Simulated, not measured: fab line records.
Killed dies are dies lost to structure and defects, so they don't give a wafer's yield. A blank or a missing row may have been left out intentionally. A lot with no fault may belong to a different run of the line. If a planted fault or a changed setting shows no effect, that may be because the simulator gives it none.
What tool caused it? ; flow gf180mcu ; 13 lots with 38 wafers sampled at 3 steps, on a route of 602 steps

## WHAT THE GAUGES SHOWED, per wafer
GF_VT_IMPLANT_RS_MEAS_48: the measuring method here is four-point-probe. Usual: LVPWELL_RS typically reads 1196.3 ohm/sq, with standard deviation 2.9.
lot;measured;on;LVPWELL_RS (ohm/sq);flag
L438;day 7 04:34;film metro-01;1193.0 1193.0 1192.7;
L439;day 8 04:11;film metro-04;1199.8 1198.4 1202.0;
L440;day 8 15:22;film metro-01;1190.9 1189.6 1191.7;
L441;day 8 16:58;film metro-04;1205.0 1202.7 1200.6;
L442;day 9 03:52;film metro-03;1195.8 1199.6 1196.4;
L443;day 9 14:01;film metro-04;1196.0 1195.4 1191.4;
L444;day 9 16:49;film metro-04;1198.2 1199.7 1197.9;
L445;day 9 17:43;film metro-03;1195.2 1197.4 1196.4;
L446;day 10 02:25;film metro-01;1197.2 1197.5 1195.5;
L447;day 10 03:13;film metro-03;1197.6 1200.9 1197.3;
L455;day 12 09:01;film metro-04;1226.4 1224.9;OFF
L457;day 12 22:11;film metro-01;1227.9 1196.3 1226.4;OFF
L459;day 13 13:14;film metro-03;1200.2 1201.3 1198.1;

GF_PSD_OVL_MEAS_08. Usual: PSD_OVL typically reads 1.1 nm, with standard deviation 1.4.
lot;measured;on;PSD_OVL (nm);flag
L438;day 13 17:00;overlay-02;0.7 1.7 2.3;
L439;day 14 20:51;overlay-01;3.2 3.9 3.6;
L440;day 15 12:34;overlay-02;1.3 1.8 1.9;
L441;day 15 13:51;overlay-01;-0.3 -0.1 1.2;
L442;day 16 03:39;overlay-02;0.0 1.1 1.0;
L443;day 16 15:20;overlay-02;1.0 1.8 2.2;
L444;day 16 21:27;overlay-01;1.6 2.5 1.9;
L445;day 16 20:28;overlay-01;0.0 0.7 1.1;
L446;day 17 10:40;overlay-02;0.4 0.3 0.5;
L447;day 17 13:15;overlay-02;2.2 2.4 2.3;
L455;day 20 08:47;overlay-01;-0.3 1.0;
L457;day 21 01:21;overlay-01;2.7 2.6 3.9;
L459;day 21 21:36;overlay-02;1.2 3.3 3.2;

## WHAT TOOL EACH LOT RAN ON (gives the tool, then ch and the chambers of the sampled wafers, and finally the start)
lot;GF_LVPWELL_IMPLANT_09
L438;implanter-01 ch 0, day 3 16:26
L439;implanter-04 ch 0, day 4 08:44
L440;implanter-02 ch 0, day 4 19:29
L441;implanter-04 ch 0, day 4 19:37
L442;implanter-01 ch 0, day 5 03:43
L443;implanter-01 ch 0, day 5 11:23
L444;implanter-02 ch 0, day 5 14:04
L445;implanter-01 ch 0, day 5 14:28
L446;implanter-01 ch 0, day 5 21:46
L447;implanter-04 ch 0, day 5 22:23
L455;implanter-04 ch 0, day 7 19:58
L457;implanter-04 ch 0, day 8 08:52
L459;implanter-01 ch 0, day 8 20:33
- GF_LVPWELL_IMPLANT_09

## WHAT THE TOOLS THEMSELVES READ (means of the sampled wafers that have a number; where no wafer has one, the mark that the record gives instead)
GF_LVPWELL_IMPLANT_09. Usual: beam energy keV 59.995, standard deviation 0.018; faraday current uA 28.3, standard deviation 0.56.
lot;tool;beam energy keV;faraday current uA;flag
L438;implanter-01;59.983;28.0;
L439;implanter-04;59.997;28.2;
L440;implanter-02;59.988;28.3;
L441;implanter-04;59.988;28.6;
L442;implanter-01;60.017;28.3;
L443;implanter-01;59.981;28.3;
L444;implanter-02;60.000;28.3;
L445;implanter-01;60.004;28.4;
L446;implanter-01;59.977;28.9;
L447;implanter-04;59.985;28.1;
L455;implanter-04;59.992;28.3;
L457;implanter-04;60.013;28.3;
L459;implanter-01;60.006;27.8;

## THE ANSWER, worked out from the rows above alone
Rule: a lot is off if the mean of its wafers that have a number lies more than 3 standard deviations from the usual mean. Also off: a lot with no number at a reading for which 4 or more lots have one. Any other lot the step has rows for is counted as sound. Order of review: gauges by route order, followed by the tools' own readings, for which a lot's mean as printed above is used. The first step at which some lot is off is used, and at that step the reading that is off furthest; a lot without a number counts as furthest.
Off: L455, L457, at GF_VT_IMPLANT_RS_MEAS_48 (LVPWELL_RS).
A tool fits if, at a process step before that reading, it ran every lot that is off, and no sound lot after the first of them. The gauges at GF_VT_IMPLANT_RS_MEAS_48 are tried like those tools. One candidate fits, namely implanter-04 at GF_LVPWELL_IMPLANT_09. A fault onset in the window from L447 (day 5 22:23, its last sound lot) to L455 (day 7 19:58, its first lot off) fits.

## WHAT THE SIMULATOR HAD PUT IN
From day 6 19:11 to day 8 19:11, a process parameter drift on implanter-04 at GF_LVPWELL_IMPLANT_09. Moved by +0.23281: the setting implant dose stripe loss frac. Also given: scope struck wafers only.
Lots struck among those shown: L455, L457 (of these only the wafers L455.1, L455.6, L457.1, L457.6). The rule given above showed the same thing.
